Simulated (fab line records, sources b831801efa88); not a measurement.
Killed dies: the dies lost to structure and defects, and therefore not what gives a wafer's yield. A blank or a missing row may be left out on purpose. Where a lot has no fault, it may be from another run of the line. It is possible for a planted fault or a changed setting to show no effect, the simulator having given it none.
Chamber matching | flow sky130 | SKY_POLY_GATE_ETCH_15 on rieDiel-04 has 4 sister chambers
The step etches BARC in N2/H2, stops on SiO2, time 118.5 s, target depth 110 nm. 8 wafers are shown with their chamber, then 9 later ones without.

WAFERS, EACH WITH ITS CHAMBER
wafer  | chamber | drypumpMotorCurrentA (A) | throttleValvePct (%)
L084.4 | 2       | 5.62                     | 13.200
L087.3 | 3       | 5.35                     | 13.214
L087.5 | 3       | 5.35                     | 13.228
L088.5 | 0       | 4.98                     | 13.212
L088.6 | 1       | 5.19                     | 13.238
L092.1 | 0       | 4.96                     | 13.219
L092.4 | 2       | 5.65                     | 13.218
L092.6 | 1       | 5.19                     | 13.210

WAFERS WHOSE CHAMBER IS MISSING
wafer  | drypumpMotorCurrentA (A) | throttleValvePct (%)
L093.2 | 5.64                     | 13.206
L093.3 | 4.98                     | 13.199
L093.5 | 5.35                     | 13.206
L095.1 | 4.96                     | 13.214
L095.2 | 5.34                     | 13.224
L095.5 | 5.64                     | 13.207
L097.2 | 4.94                     | 13.216
L097.3 | 5.36                     | 13.222
L097.4 | 5.63                     | 13.199

THE CHAMBER EACH PASSED THROUGH
wafer  | from the rows above | in truth
L093.2 | 2                   | 2
L093.3 | 0                   | 0
L093.5 | 3                   | 3
L095.1 | 0                   | 0
L095.2 | 3                   | 3
L095.5 | 2                   | 2
L097.2 | 0                   | 0
L097.3 | 3                   | 3
L097.4 | 2                   | 2
Correct placement for 9 of the 9. Left unplaced by these rows: 0. Number placed wrongly: 0.
How it was worked out, from the rows above alone: a wafer's distance from a chamber is the root of the sum, over the readings, of the square of ((its reading less the chamber's mean) divided by the reading's scatter). The wafer belongs to the nearest chamber; if the next one is less than 2 further off, it can't be placed. The mean given for a chamber averages the wafers shown for that chamber. The scatter: the root of (the sum of the squares of (reading less its chamber's mean) over the shown wafers, divided by (wafers less chambers)).
